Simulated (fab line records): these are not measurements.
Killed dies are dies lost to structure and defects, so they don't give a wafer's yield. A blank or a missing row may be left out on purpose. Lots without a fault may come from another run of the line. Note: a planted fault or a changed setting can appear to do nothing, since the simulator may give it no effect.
Chamber matching + flow sky130 + 4 sister chambers for SKY_FIELD_ISO_ETCH_17 on rie si-01
The step etches Si in HBr/Cl2/O2, target depth 342 nm, time 97.7 s. 22 wafers are shown with their chamber, then 11 later ones without.

## WAFERS WITH THEIR CHAMBER
| wafer  | chamber | drypump motor current A (A) | oes product au (a.u.) | throttle valve pct (%) |
|--------|---------|-----------------------------|-----------------------|------------------------|
| L464.1 | 2       | 5.8                         | 1.007                 | 25.640                 |
| L464.2 | 1       | 5.2                         | 0.996                 | 25.656                 |
| L464.4 | 0       | 6.1                         | 1.010                 | 25.648                 |
| L465.1 | 0       | 6.1                         | 0.998                 | 25.654                 |
| L465.4 | 0       | 6.1                         | 1.017                 | 25.669                 |
| L465.5 | 1       | 5.1                         | 1.001                 | 25.666                 |
| L466.1 | 3       | 5.8                         | 0.997                 | 25.667                 |
| L466.2 | 1       | 5.1                         | 0.993                 | 25.660                 |
| L466.4 | 1       | 5.1                         | 0.996                 | 25.657                 |
| L467.3 | 0       | 6.1                         | 1.010                 | 25.651                 |
| L467.4 | 0       | 6.1                         | 1.008                 | 25.649                 |
| L467.5 | 3       | 5.8                         | 0.997                 | 25.646                 |
| L468.3 | 1       | 5.1                         | 0.991                 | 25.676                 |
| L468.4 | 3       | 5.7                         | 0.995                 | 25.658                 |
| L468.5 | 0       | 6.1                         | 0.988                 | 25.664                 |
| L474.3 | 1       | 5.1                         | 0.993                 | 25.660                 |
| L474.4 | 2       | 5.8                         | 1.020                 | 25.659                 |
| L474.6 | 1       | 5.1                         | 0.996                 | 25.663                 |
| L481.1 | 3       | 5.7                         | 0.995                 | 25.653                 |
| L481.4 | 1       | 5.2                         | 0.984                 | 25.672                 |
| L481.6 | 3       | 5.8                         | 1.004                 | 25.665                 |
| L482.1 | 2       | 5.8                         | 1.003                 | 25.640                 |

SIGNATURES (averages over the wafers above)
| reading                 | chamber 0 | chamber 1 | chamber 2 | chamber 3 | scatter within a chamber |
|-------------------------|-----------|-----------|-----------|-----------|--------------------------|
| drypump motor current A | 6.100     | 5.125     | 5.800     | 5.760     | 0.0387                   |
| oes product au          | 1.00517   | 0.99375   | 1.01000   | 0.99760   | 0.00717                  |
| throttle valve pct      | 25.65583  | 25.66375  | 25.64633  | 25.65780  | 0.00841                  |
Rule: a wafer lies at a distance from a chamber equal to the root of the sum of squares, over the readings, of (its reading less the chamber's mean, divided by the reading's scatter). If the next closest chamber is less than 2 further off than the closest, the wafer can't be placed; otherwise it belongs to the closest. The scatter: take each reading less its chamber's mean, square it, sum over the shown wafers, divide by the number of wafers less the number of chambers, and take the root.

## WAFERS WITHOUT THEIR CHAMBER
| wafer  | drypump motor current A (A) | oes product au (a.u.) | throttle valve pct (%) |
|--------|-----------------------------|-----------------------|------------------------|
| L482.2 | 5.8                         | 1.002                 | 25.652                 |
| L482.6 | 5.8                         | 1.008                 | 25.637                 |
| L483.1 | 6.1                         | 1.005                 | 25.660                 |
| L483.2 | 5.8                         | 0.996                 | 25.651                 |
| L483.3 | 5.8                         | 1.019                 | 25.637                 |
| L485.4 | 5.9                         | 1.006                 | 25.653                 |
| L485.5 | 5.8                         | 1.000                 | 25.659                 |
| L485.6 | 5.8                         | 1.006                 | 25.657                 |
| L487.2 | 5.8                         | 0.997                 | 25.648                 |
| L487.4 | 5.9                         | 1.009                 | 25.659                 |
| L487.5 | 5.8                         | 0.988                 | 25.660                 |

## EACH ONE'S CHAMBER
| wafer  | from the rows above     | in truth |
|--------|-------------------------|----------|
| L482.2 | can't be placed: 2 or 3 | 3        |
| L482.6 | can't be placed: 2 or 3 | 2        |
| L483.1 | 0                       | 0        |
| L483.2 | can't be placed: 3 or 2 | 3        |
| L483.3 | 2                       | 2        |
| L485.4 | can't be placed: 2 or 3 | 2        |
| L485.5 | can't be placed: 3 or 2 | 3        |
| L485.6 | can't be placed: 2 or 3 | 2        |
| L487.2 | can't be placed: 3 or 2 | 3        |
| L487.4 | can't be placed: 2 or 3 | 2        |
| L487.5 | can't be placed: 3 or 2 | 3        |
Placed correctly: 2 of 11. Cannot be placed on the basis of these rows: 9; the candidates contain the true chamber in 9. Wrongly placed: 0.
